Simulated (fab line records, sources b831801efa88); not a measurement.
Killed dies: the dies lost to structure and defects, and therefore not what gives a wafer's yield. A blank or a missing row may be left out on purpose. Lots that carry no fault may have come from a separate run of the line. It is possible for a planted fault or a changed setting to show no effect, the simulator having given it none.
Matching of chambers | flow gf180mcu | GF_V2_CVD_02 on pecvd-04 has 3 sister chambers
The step deposits SiO2 from TEOS, target thk 850 nm, time 94.851 s. 20 wafers are shown with their chamber, then 10 later ones without.

== EACH WAFER AND ITS CHAMBER ==
wafer  | chamber | heater power w (W)
L076.2 | 0       | 596
L076.3 | 1       | 657
L076.4 | 1       | 706
L082.2 | 2       | 750
L082.3 | 0       | 663
L082.6 | 0       | 702
L086.1 | 2       | 747
L086.2 | 1       | 713
L086.3 | 0       | 689
L086.4 | 2       | 800
L086.5 | 0       | 734
L086.6 | 1       | 758
L087.2 | 2       | 685
L087.3 | 0       | 732
L087.5 | 1       | 716
L088.1 | 2       | 696
L088.3 | 1       | 607
L088.6 | 2       | 748
L092.3 | 0       | 675
L092.4 | 2       | 785

SIGNATURES, as means of the wafers listed above
reading        | chamber 0 | chamber 1 | chamber 2 | scatter within a chamber
heater power w | 684.43    | 692.83    | 744.43    | 47.3
Rule: for a wafer and a chamber, the distance is found by dividing, reading by reading, the gap between the wafer's reading and the chamber's mean by the reading's scatter, squaring, summing and taking the root. The wafer belongs to the nearest chamber; if the next one is less than 2 further off, it can't be placed. The scatter: take each reading less its chamber's mean, square it, sum over the shown wafers, divide by the number of wafers less the number of chambers, and take the root.

== WAFERS WITH NO CHAMBER GIVEN ==
wafer  | heater power w (W)
L092.6 | 599
L093.2 | 787
L093.3 | 703
L093.4 | 647
L096.1 | 767
L096.2 | 799
L096.3 | 619
L096.4 | 651
L096.5 | 666
L096.6 | 586

== WHICH CHAMBER EACH WENT THROUGH ==
wafer  | from the rows above          | in truth
L092.6 | can't be placed: 0 or 1 or 2 | 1
L093.2 | can't be placed: 2 or 1 or 0 | 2
L093.3 | can't be placed: 1 or 0 or 2 | 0
L093.4 | can't be placed: 0 or 1 or 2 | 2
L096.1 | can't be placed: 2 or 1 or 0 | 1
L096.2 | can't be placed: 2 or 1 or 0 | 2
L096.3 | can't be placed: 0 or 1 or 2 | 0
L096.4 | can't be placed: 0 or 1 or 2 | 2
L096.5 | can't be placed: 0 or 1 or 2 | 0
L096.6 | can't be placed: 0 or 1 or 2 | 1
0 of 10 placed correctly. From these rows, 10 cannot be placed; in 10 the true chamber is one of the candidates. 0 placed wrongly.
